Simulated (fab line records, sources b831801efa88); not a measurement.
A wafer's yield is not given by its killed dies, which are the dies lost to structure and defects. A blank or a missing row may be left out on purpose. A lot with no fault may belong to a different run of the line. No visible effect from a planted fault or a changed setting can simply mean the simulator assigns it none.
Split-lot study | flow sky130 | route with 708 steps; 5 lots, 23 wafers read

## THE SPLIT ITSELF
At SKY_FIELD_ISO_CVD_03 (deposits Si3N4 from DCS/NH3, target thk 165 nm, time 2830 s), the setting pressureMtorr was moved away from the recipe's 250 mTorr on 15 of the 23 wafers read, by -9.2% to +12.8%. This setting was run at the recipe's value on the other wafers.

There is no step in the file separating the split from the reading.

## THE READING
At SKY_FIELD_ISO_THK_MEAS_04: FIELD_ISO_CVD_03_THK, given in nm. Fault-free wafers of this fab line usually give 163.8 nm, standard deviation 1.7 nm.

wafer  | tool, chamber at the split | pressureMtorr as run, mTorr | against the recipe | FIELD_ISO_CVD_03_THK, nm | against lot-mates on the recipe
L076.2 | lpcvd-02, 1                | 250                         | recipe             | 160.4                    | -
L076.4 | lpcvd-02, 1                | 250                         | recipe             | 161.1                    | -
L076.5 | lpcvd-02, 1                | 250                         | recipe             | 162.4                    | -
L077.1 | -, -                       | 227.1                       | -9.2%              | 158.2                    | no lot-mate on the recipe
L077.2 | -, -                       | 227.1                       | -9.2%              | 158.3                    | no lot-mate on the recipe
L077.4 | -, -                       | 227.1                       | -9.2%              | 157.7                    | no lot-mate on the recipe
L077.5 | -, -                       | 227.1                       | -9.2%              | 157.5                    | no lot-mate on the recipe
L077.6 | -, -                       | 227.1                       | -9.2%              | 158.2                    | no lot-mate on the recipe
L082.1 | -, -                       | 250                         | recipe             | 161.6                    | -
L082.2 | -, -                       | 250                         | recipe             | 162.4                    | -
L082.3 | -, -                       | 250                         | recipe             | 162.4                    | -
L082.4 | -, -                       | 250                         | recipe             | 163.8                    | -
L082.6 | -, -                       | 250                         | recipe             | 163.1                    | -
L083.1 | -, -                       | 282.1                       | +12.8%             | 172.4                    | no lot-mate on the recipe
L083.2 | -, -                       | 282.1                       | +12.8%             | 171.7                    | no lot-mate on the recipe
L083.3 | -, -                       | 282.1                       | +12.8%             | 170.1                    | no lot-mate on the recipe
L083.4 | -, -                       | 282.1                       | +12.8%             | 171.3                    | no lot-mate on the recipe
L083.6 | -, -                       | 282.1                       | +12.8%             | 171.9                    | no lot-mate on the recipe
L084.1 | -, -                       | 274.7                       | +9.9%              | 170.2                    | no lot-mate on the recipe
L084.2 | -, -                       | 274.7                       | +9.9%              | 168.2                    | no lot-mate on the recipe
L084.3 | -, -                       | 274.7                       | +9.9%              | 168.8                    | no lot-mate on the recipe
L084.5 | -, -                       | 274.7                       | +9.9%              | 169.4                    | no lot-mate on the recipe
L084.6 | -, -                       | 274.7                       | +9.9%              | 167.9                    | no lot-mate on the recipe

FIT RESULTS
A straight line over all 23 wafers: FIELD_ISO_CVD_03_THK changes by +0.619 nm for each +1% of pressureMtorr; r = +0.98; the points scatter about the line by 1.1 nm.
Too few moved wafers with a lot-mate on the recipe to fit a line net of each lot's own level.

## THE WHOLE CHAIN: every reading that the file lists as answering this split, in the file's order
step                      | what it does                                                | reading                                                                          | change (the file's fit)               | r (the file's)
SKY_FIELD_ISO_CVD_03      | deposits Si3N4 from DCS/NH3, target thk 165 nm, time 2830 s | Si3N4_of_FIELD_ISO_CVD_03.thkNm (the simulator's own value, which no gauge read) | +0.619 nm for each +1% of the setting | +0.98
SKY_FIELD_ISO_THK_MEAS_04 |                                                             | FIELD_ISO_CVD_03_THK                                                             | +0.619 for each +1% of the setting    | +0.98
SKY_FIELD_ISO_ETCH_17     | etches Si in HBr/Cl2/O2, target depth 342 nm, time 94.52 s  | Si3N4_of_FIELD_ISO_CVD_03.thkNm (the simulator's own value, which no gauge read) | +0.614 nm for each +1% of the setting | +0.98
SKY_FIELD_ISO_WET_ETCH_18 | etches Si3N4 in H3PO4, target depth 25 nm, time 286 s       | Si3N4_of_FIELD_ISO_CVD_03.thkNm (the simulator's own value, which no gauge read) | +0.639 nm for each +1% of the setting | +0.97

## THE FILE'S OWN FIT
FIELD_ISO_CVD_03_THK changes by +0.619 nm for each +1% of pressureMtorr, r = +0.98.
